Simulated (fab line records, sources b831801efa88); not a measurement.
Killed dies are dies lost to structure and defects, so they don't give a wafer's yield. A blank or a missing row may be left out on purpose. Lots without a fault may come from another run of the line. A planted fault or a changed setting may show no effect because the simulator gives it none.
Which tool did it? | flow gf180mcu | 13 lots, 39 wafers sampled, at 4 steps of a route of 602

WHAT THE GAUGES READ, wafer by wafer
GF_PASSIVATION_BOW_MEAS_14.
lot  | measured     | on            | PASSIVATION_BOW (um)
L425 | day 28 20:31 | film_metro-02 | 138 148 141
L427 | day 29 10:16 | film_metro-04 | 133 138 146
L429 | day 30 14:53 | film_metro-04 | 115 114 108
L430 | day 30 16:16 | film_metro-03 | 137 130 145
L431 | day 30 20:48 | film_metro-03 | 132 137 144
L432 | day 30 21:17 | film_metro-02 | 130 126 136
L433 | day 31 12:03 | film_metro-04 | 137 132 145
L435 | day 31 20:01 | film_metro-04 | 142 144 159
L437 | day 32 12:09 | film_metro-04 | 112 112 108
L438 | day 32 19:24 | film_metro-03 | 109 120 131
L442 | day 33 19:31 | film_metro-04 | 132 124 126
L443 | day 34 04:59 | film_metro-04 | 119 122 109
L448 | day 34 23:58 | film_metro-02 | 147 141 124

WHICH TOOL RAN EACH LOT (tool, then ch and the chambers of the sampled wafers, then the start)
lot  | GF_MIM_STRIP_20                      | GF_V5_CMP_26                  | GF_PASSIVATION_CVD_00
L425 | plasma_asher-02 ch 0, day 25 03:43   | cmp-01 ch 0,2,3, day 27 01:38 | pecvd-03 ch 0,2, day 27 22:53
L427 | plasma_asher-03 ch 0,1, day 25 19:37 | cmp-02 ch 1,2, day 27 15:25   | pecvd-04 ch 0,2, day 28 12:37
L429 | plasma_asher-02 ch 0,1, day 26 20:42 | cmp-02 ch 1,2,3, day 28 15:22 | pecvd-04 ch 0,1,2, day 29 18:40
L430 | plasma_asher-02 ch 0,1, day 27 04:56 | cmp-02 ch 0,2,3, day 28 23:22 | pecvd-03 ch 0,1,2, day 29 19:35
L431 | plasma_asher-01 ch 0,1, day 27 10:59 | cmp-01 ch 0,2, day 29 03:58   | pecvd-03 ch 1,2, day 30 00:05
L432 | plasma_asher-02 ch 0,1, day 27 11:15 | cmp-01 ch 0,1,2, day 29 05:16 | pecvd-03 ch 0,1,2, day 30 00:51
L433 | plasma_asher-01 ch 0,1, day 28 04:08 | cmp-02 ch 0,1, day 29 21:31   | pecvd-04 ch 0,1,2, day 30 16:50
L435 | plasma_asher-02 ch 0,1, day 28 12:42 | cmp-02 ch 0,1,3, day 30 05:43 | pecvd-03 ch 0,2, day 31 00:25
L437 | plasma_asher-02 ch 0,1, day 29 06:12 | cmp-02 ch 0,1,3, day 30 22:30 | pecvd-03 ch 0,1,2, day 31 17:04
L438 | plasma_asher-02 ch 0,1, day 29 14:41 | cmp-01 ch 1,3, day 31 07:02   | pecvd-04 ch 0,1,2, day 32 01:25
L442 | plasma_asher-03 ch 0,1, day 30 19:09 | cmp-01 ch 0,1, day 32 09:15   | pecvd-03 ch 0,1, day 33 01:50
L443 | plasma_asher-03 ch 0,1, day 31 05:51 | cmp-02 ch 0,2,3, day 32 17:31 | pecvd-02 ch 0,1,2, day 33 11:06
L448 | plasma_asher-01 ch 0,1, day 32 03:15 | cmp-01 ch 1,2,3, day 33 14:19 | pecvd-03 ch 0,2, day 34 06:55
- GF_MIM_STRIP_20: strips in O2/N2.
- GF_V5_CMP_26: polishes, stops on SiO2, t overpolish 15 s, target thk 0 nm.
- GF_PASSIVATION_CVD_00: deposits SiO2 from TEOS, target thk 1000 nm, time 111.95 s.

WHAT THE TOOLS THEMSELVES READ (means of the sampled wafers that have a number; where no wafer has one, the mark that the record gives instead)
GF_MIM_STRIP_20.
lot  | tool            | chamber_pressure_mTorr (mTorr) | drypump_motor_current_A (A) | heater_power_w (W) | oes_product_au (a.u.) | strip_time_to_endpoint_s (s)
L425 | plasma_asher-02 | 1500.9                         | 5.6                         | 333                | 0.695                 | 11.27
L427 | plasma_asher-03 | 1500.0                         | 5.6                         | 280                | 0.695                 | 11.28
L429 | plasma_asher-02 | 1500.0                         | 5.9                         | 325                | 0.689                 | 11.23
L430 | plasma_asher-02 | 1500.1                         | 5.9                         | 328                | 0.693                 | 11.24
L431 | plasma_asher-01 | 1499.8                         | 5.2                         | 306                | 0.693                 | 11.29
L432 | plasma_asher-02 | 1498.7                         | 5.9                         | 324                | 0.697                 | 11.20
L433 | plasma_asher-01 | 1500.3                         | 5.0                         | 310                | 0.690                 | 11.19
L435 | plasma_asher-02 | 1500.5                         | 5.9                         | 328                | 0.693                 | 11.26
L437 | plasma_asher-02 | 1500.0                         | 5.8                         | 333                | 0.690                 | 11.24
L438 | plasma_asher-02 | 1500.1                         | 5.9                         | 323                | 0.694                 | 11.27
L442 | plasma_asher-03 | 1499.5                         | 5.6                         | 274                | 0.692                 | 11.25
L443 | plasma_asher-03 | 1500.2                         | 5.9                         | 306                | 0.692                 | 11.17
L448 | plasma_asher-01 | 1500.2                         | 5.0                         | 310                | 0.695                 | 11.20

GF_V5_CMP_26.
lot  | tool   | motor_current_A (A) | overpolish_run_s (s) | time_to_endpoint_s (s)
L425 | cmp-01 | 11.1                | 14.996               | 87
L427 | cmp-02 | 12.0                | 15.000               | 80
L429 | cmp-02 | 11.7                | 15.001               | 83
L430 | cmp-02 | 11.7                | 14.998               | 85
L431 | cmp-01 | 11.8                | 14.998               | 82
L432 | cmp-01 | 10.9                | 15.000               | 81
L433 | cmp-02 | 11.6                | 15.002               | 87
L435 | cmp-02 | 11.7                | 15.003               | 88
L437 | cmp-02 | 11.4                | 15.005               | 91
L438 | cmp-01 | 9.5                 | 14.997               | 85
L442 | cmp-01 | 10.3                | 14.995               | 85
L443 | cmp-02 | 11.5                | 15.000               | 89
L448 | cmp-01 | 9.8                 | 15.009               | 86

GF_PASSIVATION_CVD_00.
lot  | tool     | heater_power_w (W)
L425 | pecvd-03 | 605
L427 | pecvd-04 | 690
L429 | pecvd-04 | 653
L430 | pecvd-03 | 588
L431 | pecvd-03 | 645
L432 | pecvd-03 | 664
L433 | pecvd-04 | 696
L435 | pecvd-03 | 595
L437 | pecvd-03 | 675
L438 | pecvd-04 | 687
L442 | pecvd-03 | 654
L443 | pecvd-02 | 662
L448 | pecvd-03 | 633

THE ANSWER, worked out from the rows above alone
Rule: what is usual is taken from the lots themselves. Put in order of their means at a reading, lots are off if they are a third of the lots or fewer, leave a main group of 4 or more, and stand apart from it by a gap of 3 or more times the standard deviation of the main group's means; of several such gaps the widest counts. A main group whose means are all the same, to the digits that the tables above print for the reading, isn't used. A lot without any number at a reading at which 4 lots or more have one is off too. The other lots that the step has rows for count as sound. The gauges are gone through in route order, then the tools' own readings, and for those a lot's mean is taken as printed above. The first step at which some lot is off is used, and at that step the reading that is off furthest; a lot without a number counts as furthest.
No lot is off at any reading shown: from this, nothing can be told.

WHAT THE SIMULATOR HAD PUT IN
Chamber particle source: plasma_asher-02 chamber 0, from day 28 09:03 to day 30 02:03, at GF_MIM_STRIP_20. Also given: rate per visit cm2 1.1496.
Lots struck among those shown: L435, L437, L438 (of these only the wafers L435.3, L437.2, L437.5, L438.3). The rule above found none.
